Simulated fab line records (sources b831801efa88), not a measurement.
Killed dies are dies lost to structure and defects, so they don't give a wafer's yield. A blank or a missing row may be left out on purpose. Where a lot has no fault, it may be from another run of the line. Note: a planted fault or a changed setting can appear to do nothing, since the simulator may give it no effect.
fab line records + flow gf180mcu + part 2 of 2: steps 31 to 43 of 43
[record]
- lots = 5
- wafers = 15
- lastDay = 33
route steps=602 shown POLY_GATE@167 HV_LDD@176
lots that met no fault: from a run of the same line without faults
startH: the number of hours between the record's first day and the start of the first shown wafer of the lot + waitH: hours since the lot's step before + " unchanged from the row above + L1.1+2: a single row standing in for several wafers + - either no value or no given start + * or withheld: withheld + < > ~ a bound
route shown NAME@n: names a module that has steps shown in the file, with the first one's number in the route + usual: the fault-free wafers' mean and standard deviation + same: alike in all rows + chamber/n: place in a boat + sites: each site's reading + _std_site: their standard deviation + _edge_site: mean of outer sites minus mean of inner sites + radiusMm: how far each site lies from the wafer's centre + mask NAME#n: copy n + behind: the last tool/chamber to shape the wafer + hold: cause of the lot's hold/its duration in hours/its outcome + device: the transistor (n, p or np) that didn't switch + end of line: the same wafers' tests at the end of the route + for a step that has no rows: nothing shown but its recipe + killed: not the wafer's yield, but the dies lost to structure and defects at the first sort + map: shows each die of a wafer: x if killed, . if not, _ if none is there
set.NAME: the setting the step ran with; set.NAME@STEP: the setting that earlier step ran with + model.NAME: the simulator's own value behind a step, which no gauge read
lots seen at some steps along the route; tables by step, rows by wafer
services: the hour from which a tool's chamber was out of use, counted from the record's first day as startH (under 0 if before that day), plus the number of hours and why
[[steps]]
[step GF_HV_LDD_IMPLANT_21]
[recipe]
- species = BF2
- energyKev = 25
- doseCm2 = 5e+13
- tiltDeg = 7
[usual]
- endStationPressureTorr = 5.25e-06/2.9e-07
| lot.wafer | tool         | chamber | startH | waitH | endStationPressureTorr |
|-----------|--------------|---------|--------|-------|------------------------|
| L077.3    | implanter-04 | 0       | 255.71 | 0.1   | 5.55e-06               |
| L077.4    | "            | 0       | "      | "     | 5.16e-06               |
| L077.5    | "            | 0       | "      | "     | 5.67e-06               |
| L079.1    | implanter-03 | 0       | 273.08 | 0.0   | 5.65e-06               |
| L079.2    | "            | 0       | "      | "     | 5.4e-06                |
| L079.3    | "            | 0       | "      | "     | 5.06e-06               |
| L080.1    | implanter-04 | 0       | 279.07 | 0.0   | 5.43e-06               |
| L080.3    | "            | 0       | "      | "     | 5.48e-06               |
| L080.6    | "            | 0       | "      | "     | 4.93e-06               |
| L082.2    | implanter-01 | 0       | 293.84 | 0.0   | 4.91e-06               |
| L082.4    | "            | 0       | "      | "     | 5.66e-06               |
| L082.6    | "            | 0       | "      | "     | 5.54e-06               |
| L090.1    | implanter-01 | 0       | 358.37 | 0.0   | 5.09e-06               |
| L090.3    | "            | 0       | "      | "     | 5.26e-06               |
| L090.4    | "            | 0       | "      | "     | 5.2e-06                |
[step GF_HV_LDD_STRIP_22]
[recipe]
- chemistry = O2/N2
- powerW = 1400
- pressureMtorr = 1500
- platenTempC = 250
- o2FlowSccm = 3000
- n2FlowSccm = 300
- overashFraction = 0.5
[usual]
- drypumpMotorCurrentA = 5.5/0.33
- heaterPowerW = 341/16
- oesProductAu = 0.716/0.0047
- stripTimeToEndpointS = 12.65/0.039
| lot.wafer | tool           | chamber | startH | waitH | drypumpMotorCurrentA | heaterPowerW | oesProductAu | rfHoursCounterH | stripTimeToEndpointS |
|-----------|----------------|---------|--------|-------|----------------------|--------------|--------------|-----------------|----------------------|
| L077.3    | plasmaAsher-01 | 0       | 255.85 | 0.1   | 5.0                  | 320          | 0.724        | -               | 12.69                |
| L077.4    | "              | 1       | "      | "     | 5.7                  | 357          | 0.712        | -               | 12.65                |
| L077.5    | "              | 0       | "      | "     | 5.0                  | 318          | 0.721        | -               | 12.69                |
| L079.1    | plasmaAsher-03 | 1       | 273.23 | 0.1   | 5.6                  | 355          | 0.717        | 16              | 12.70                |
| L079.2    | "              | 0       | "      | "     | 5.9                  | 329          | 0.711        | 16              | 12.64                |
| L079.3    | "              | 1       | "      | "     | 5.6                  | 354          | 0.714        | -               | 12.65                |
| L080.1    | plasmaAsher-04 | 0       | 279.22 | 0.1   | 5.2                  | 326          | 0.715        | 60              | 12.61                |
| L080.3    | "              | 0       | "      | "     | 5.2                  | 320          | 0.713        | -               | 12.62                |
| L080.6    | "              | 1       | "      | "     | 5.8                  | 362          | 0.710        | -               | 12.62                |
| L082.2    | plasmaAsher-01 | 1       | 293.96 | 0.1   | 5.7                  | 354          | 0.716        | 51              | 12.66                |
| L082.4    | "              | 0       | "      | "     | 5.0                  | 319          | 0.714        | -               | 12.67                |
| L082.6    | "              | 1       | "      | "     | 5.7                  | 353          | 0.719        | -               | 12.67                |
| L090.1    | plasmaAsher-03 | 0       | 358.52 | 0.1   | 5.9                  | 328          | 0.708        | 26              | 12.66                |
| L090.3    | "              | 1       | "      | "     | 5.6                  | 358          | 0.726        | -               | 12.64                |
| L090.4    | "              | 0       | "      | "     | 5.9                  | 329          | 0.714        | -               | 12.63                |
[step GF_HV_LDD_TW_MEAS_23]
[usual]
- HV_LDD_2_TW = 1054/7.4
| lot.wafer | tool         | chamber | startH | waitH | HV_LDD_2_TW |
|-----------|--------------|---------|--------|-------|-------------|
| L077.3    | filmMetro-04 | -       | 255.93 | 0.1   | 1070        |
| L077.4    | "            | -       | "      | "     | 1068        |
| L077.5    | "            | -       | "      | "     | 1066        |
| L079.1    | filmMetro-02 | -       | 273.33 | 0.1   | 1045        |
| L079.2    | "            | -       | "      | "     | 1050        |
| L079.3    | "            | -       | "      | "     | 1047        |
| L080.1    | filmMetro-02 | -       | 279.32 | 0.1   | 1044        |
| L080.3    | "            | -       | "      | "     | 1047        |
| L080.6    | "            | -       | "      | "     | 1041        |
| L082.2    | filmMetro-02 | -       | 294.07 | 0.1   | 1053        |
| L082.4    | "            | -       | "      | "     | 1056        |
| L082.6    | "            | -       | "      | "     | 1052        |
| L090.1    | filmMetro-02 | -       | 358.62 | 0.1   | 1046        |
| L090.3    | "            | -       | "      | "     | 1045        |
| L090.4    | "            | -       | "      | "     | 1051        |
[step GF_HV_LDD_DEHYDRATE_24]
[recipe]
- tempC = 200
- timeS = 60
| lot.wafer  | tool          | chamber | startH | waitH |
|------------|---------------|---------|--------|-------|
| L077.3+4+5 | lithoTrack-04 | 0       | 264.82 | 8.9   |
| L079.1+2+3 | lithoTrack-01 | 0       | 282.04 | 8.7   |
| L080.1+3+6 | lithoTrack-04 | 0       | 288.32 | 9.0   |
| L082.2+4+6 | lithoTrack-03 | 0       | 303.73 | 9.6   |
| L090.1+3+4 | lithoTrack-04 | 0       | 368.91 | 10.3  |
[step GF_HV_LDD_HMDS_25]
[recipe]
- primeTimeS = 60
- primeTempC = 120
| lot.wafer  | tool          | chamber | startH | waitH |
|------------|---------------|---------|--------|-------|
| L077.3+4+5 | lithoTrack-04 | 0       | 264.97 | 0.1   |
| L079.1+2+3 | lithoTrack-01 | 0       | 282.19 | 0.1   |
| L080.1+3+6 | lithoTrack-04 | 0       | 288.47 | 0.1   |
| L082.2+4+6 | lithoTrack-03 | 0       | 303.88 | 0.1   |
| L090.1+3+4 | lithoTrack-04 | 0       | 369.06 | 0.1   |
[step GF_HV_LDD_COAT_26]
[recipe]
- resist = NOVOLAK
- spinRpm = 3000
- resistThkNm = 1000
| lot.wafer  | tool          | chamber | startH | waitH |
|------------|---------------|---------|--------|-------|
| L077.3+4+5 | lithoTrack-04 | 0       | 265.12 | 0.1   |
| L079.1+2+3 | lithoTrack-01 | 0       | 282.34 | 0.1   |
| L080.1+3+6 | lithoTrack-04 | 0       | 288.62 | 0.1   |
| L082.2+4+6 | lithoTrack-03 | 0       | 304.03 | 0.1   |
| L090.1+3+4 | lithoTrack-04 | 0       | 369.21 | 0.1   |
[step GF_HV_LDD_SOFTBAKE_27]
[recipe]
- tempC = 90
- timeS = 60
- resist = NOVOLAK
| lot.wafer  | tool          | chamber | startH | waitH |
|------------|---------------|---------|--------|-------|
| L077.3+4+5 | lithoTrack-04 | 0       | 265.27 | 0.1   |
| L079.1+2+3 | lithoTrack-01 | 0       | 282.49 | 0.1   |
| L080.1+3+6 | lithoTrack-04 | 0       | 288.77 | 0.1   |
| L082.2+4+6 | lithoTrack-03 | 0       | 304.18 | 0.1   |
| L090.1+3+4 | lithoTrack-04 | 0       | 369.36 | 0.1   |
[step GF_HV_LDD_EXPOSE_28]
[recipe]
- maskId = Nplus_HV_AREA
- targetCdNm = 400
- na = 0.6
- sourceShape = conventional
- sigmaOuter = 0.6
- doseMj = 140
| lot.wafer  | tool            | chamber | startH | waitH | mask            |
|------------|-----------------|---------|--------|-------|-----------------|
| L077.3+4+5 | ilineStepper-01 | 0       | -      | -     | Nplus_HV_AREA#0 |
| L079.1+2+3 | ilineStepper-01 | 0       | -      | -     | Nplus_HV_AREA#0 |
| L080.1+3+6 | ilineStepper-01 | 0       | -      | -     | Nplus_HV_AREA#0 |
| L082.2+4+6 | ilineStepper-02 | 0       | -      | -     | Nplus_HV_AREA#0 |
| L090.1+3+4 | ilineStepper-01 | 0       | -      | -     | Nplus_HV_AREA#0 |
[step GF_HV_LDD_PEB_29]
[recipe]
- tempC = withheld
- timeS = *
- resist = NOVOLAK
| lot.wafer  | tool          | chamber | startH | waitH |
|------------|---------------|---------|--------|-------|
| L077.3+4+5 | lithoTrack-04 | 0       | -      | -     |
| L079.1+2+3 | lithoTrack-04 | 0       | -      | -     |
| L080.1+3+6 | lithoTrack-03 | 0       | -      | -     |
| L082.2+4+6 | lithoTrack-01 | 0       | -      | -     |
| L090.1+3+4 | lithoTrack-03 | 0       | -      | -     |
[step GF_HV_LDD_DEVELOP_30]
[recipe]
- developTimeS = 60
- devTempC = 23
| lot.wafer  | tool          | chamber | startH | waitH |
|------------|---------------|---------|--------|-------|
| L077.3+4+5 | lithoTrack-04 | 0       | 275.12 | 0.1   |
| L079.1+2+3 | lithoTrack-04 | 0       | 292.42 | 0.1   |
| L080.1+3+6 | lithoTrack-03 | 0       | 298.61 | 0.1   |
| L082.2+4+6 | lithoTrack-01 | 0       | 314.01 | 0.1   |
| L090.1+3+4 | lithoTrack-03 | 0       | 380.95 | 0.1   |
[step GF_HV_LDD_CD_MEAS_31]
[recipe]
- targetCdNm = 400
[usual]
- cdNm = 399.8/2.1
| lot.wafer | tool     | chamber | startH | waitH | cdNm  |
|-----------|----------|---------|--------|-------|-------|
| L077.3    | cdSem-02 | -       | 275.26 | 0.1   | 398.9 |
| L077.4    | "        | -       | "      | "     | 399.1 |
| L077.5    | "        | -       | "      | "     | 397.7 |
| L079.1    | cdSem-02 | -       | 292.57 | 0.1   | 401.8 |
| L079.2    | "        | -       | "      | "     | 401.2 |
| L079.3    | "        | -       | "      | "     | 401.7 |
| L080.1    | cdSem-01 | -       | 298.76 | 0.1   | 400.2 |
| L080.3    | "        | -       | "      | "     | 399.7 |
| L080.6    | "        | -       | "      | "     | 398.2 |
| L082.2    | cdSem-02 | -       | 314.16 | 0.1   | 399.1 |
| L082.4    | "        | -       | "      | "     | 397.9 |
| L082.6    | "        | -       | "      | "     | 397.7 |
| L090.1    | cdSem-01 | -       | 381.10 | 0.1   | 401.6 |
| L090.3    | "        | -       | "      | "     | 401.7 |
| L090.4    | "        | -       | "      | "     | 403.0 |
[step GF_HV_LDD_OVL_MEAS_32]
[usual]
- HV_LDD_02_OVL = -0.6/1.3
| lot.wafer | tool       | chamber | startH | waitH | HV_LDD_02_OVL[nm] |
|-----------|------------|---------|--------|-------|-------------------|
| L077.3    | overlay-02 | -       | 275.36 | 0.1   | -2.3              |
| L077.4    | "          | -       | "      | "     | -0.2              |
| L077.5    | "          | -       | "      | "     | -1.0              |
| L079.1    | overlay-02 | -       | 292.69 | 0.1   | 0.3               |
| L079.2    | "          | -       | "      | "     | 0.0               |
| L079.3    | "          | -       | "      | "     | -0.6              |
| L080.1    | overlay-02 | -       | 298.88 | 0.1   | -0.1              |
| L080.3    | "          | -       | "      | "     | -1.1              |
| L080.6    | "          | -       | "      | "     | -1.5              |
| L082.2    | overlay-02 | -       | 314.26 | 0.1   | 0.7               |
| L082.4    | "          | -       | "      | "     | 0.2               |
| L082.6    | "          | -       | "      | "     | 0.3               |
| L090.1    | overlay-02 | -       | 381.22 | 0.1   | -0.5              |
| L090.3    | "          | -       | "      | "     | -1.8              |
| L090.4    | "          | -       | "      | "     | 0.6               |
[step GF_HV_LDD_IMPLANT_33]
[recipe]
- species = P
- energyKev = 60
- doseCm2 = 7.5e+12
- tiltDeg = 30
- rotationDeg = 0
[usual]
- endStationPressureTorr = 5.05e-06/2.7e-07
| lot.wafer | tool         | chamber | startH | waitH | endStationPressureTorr |
|-----------|--------------|---------|--------|-------|------------------------|
| L077.3    | implanter-03 | 0       | 275.44 | 0.1   | 4.89e-06               |
| L077.4    | "            | 0       | "      | "     | 5.07e-06               |
| L077.5    | "            | 0       | "      | "     | 5.08e-06               |
| L079.1    | implanter-04 | 0       | 292.72 | 0.0   | 5.55e-06               |
| L079.2    | "            | 0       | "      | "     | 4.8e-06                |
| L079.3    | "            | 0       | "      | "     | 5.15e-06               |
| L080.1    | implanter-03 | 0       | 298.91 | 0.0   | 5.06e-06               |
| L080.3    | "            | 0       | "      | "     | 4.94e-06               |
| L080.6    | "            | 0       | "      | "     | 4.85e-06               |
| L082.2    | implanter-04 | 0       | 314.32 | 0.0   | 5.49e-06               |
| L082.4    | "            | 0       | "      | "     | 5.42e-06               |
| L082.6    | "            | 0       | "      | "     | 5.05e-06               |
| L090.1    | implanter-03 | 0       | 381.26 | 0.0   | 5.51e-06               |
| L090.3    | "            | 0       | "      | "     | 5.22e-06               |
| L090.4    | "            | 0       | "      | "     | 5.54e-06               |
[[services]]
| tool            | chamber | startH | hours | kind   |
|-----------------|---------|--------|-------|--------|
| implanter-03    | -       | 222.23 | 0.8   | repair |
| rieDiel-02      | -       | 233.18 | 0.8   | repair |
| rieSi-02        | 2       | 234.58 | 1.5   | repair |
| rieSi-01        | 1       | 235.01 | 6.5   | repair |
| plasmaAsher-04  | -       | 254.93 | 1.7   | repair |
| furnace-02      | -       | 268.09 | 10.3  | repair |
| rieDiel-01      | 3       | 271.82 | 1.8   | repair |
| implanter-03    | -       | 280.46 | 1.6   | repair |
| rieDiel-01      | 0       | 291.64 | 15.7  | repair |
| ilineStepper-02 | -       | 296.81 | 1.7   | pm     |
| rieSi-01        | 2       | 298.36 | 7.2   | repair |
| rieSi-01        | 3       | 303.47 | 4.0   | repair |
| implanter-03    | -       | 307.65 | 5.9   | repair |
| ilineStepper-01 | -       | 307.66 | 4.1   | repair |
| rieDiel-02      | 2       | 330.13 | 4.4   | repair |
| furnace-01      | -       | 340.08 | 17.1  | pm     |
| ilineStepper-01 | -       | 341.40 | 1.7   | pm     |
| rieDiel-01      | 2       | 342.23 | 14.7  | repair |
| plasmaAsher-04  | -       | 354.98 | 4.9   | repair |
| rieSi-02        | -       | 362.58 | 0.4   | repair |
| implanter-03    | -       | 365.17 | 3.1   | repair |
| plasmaAsher-03  | -       | 372.67 | 2.8   | pm     |
| ilineStepper-01 | -       | 375.53 | 12.5  | repair |
| plasmaAsher-03  | -       | 378.16 | 23.1  | repair |
